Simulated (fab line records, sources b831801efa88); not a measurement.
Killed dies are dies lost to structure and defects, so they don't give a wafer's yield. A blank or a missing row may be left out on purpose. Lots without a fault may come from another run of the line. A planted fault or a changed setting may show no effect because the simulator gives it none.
Chamber matching | flow gf180mcu | GF_V3_CMP_04 on cmp-01: 4 sister chambers
The step polishes SiO2. 4 wafers are shown with their chamber, then 8 later ones without.

WAFERS WITH THEIR CHAMBER
wafer  | chamber | motor_current_A (A)
L159.6 | 0       | 11.0
L160.3 | 1       | 11.6
L160.6 | 2       | 13.6
L166.2 | 3       | 11.8

WAFERS WITHOUT THEIR CHAMBER
wafer  | motor_current_A (A)
L166.5 | 14.8
L166.6 | 12.3
L168.3 | 10.4
L168.4 | 11.4
L168.5 | 10.9
L169.1 | 14.3
L169.4 | 10.6
L169.5 | 10.9

WHICH CHAMBER EACH WENT THROUGH
wafer  | from the rows above               | in truth
L166.5 | 2                                 | 2
L166.6 | can't be placed: 3 or 1 or 2 or 0 | 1
L168.3 | can't be placed: 0 or 1 or 3      | 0
L168.4 | can't be placed: 1 or 0 or 3      | 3
L168.5 | can't be placed: 0 or 1 or 3      | 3
L169.1 | 2                                 | 2
L169.4 | can't be placed: 0 or 1 or 3      | 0
L169.5 | can't be placed: 0 or 1 or 3      | 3
Placed correctly: 2 of 8. Can't be placed from these rows: 6 (the true chamber is among the candidates in 6). Placed wrongly: 0.
How it was worked out, from the rows above alone: a wafer's distance from a chamber is the root of the sum, over the readings, of the square of ((its reading less the chamber's mean) divided by the reading's scatter). The wafer belongs to the nearest chamber; if the next one is less than 2 further off, it can't be placed. A chamber's mean is the mean of its shown wafers. The scatter: with one shown wafer a chamber, the root of the mean of the squares of how far each hidden wafer lies from its nearest shown one.
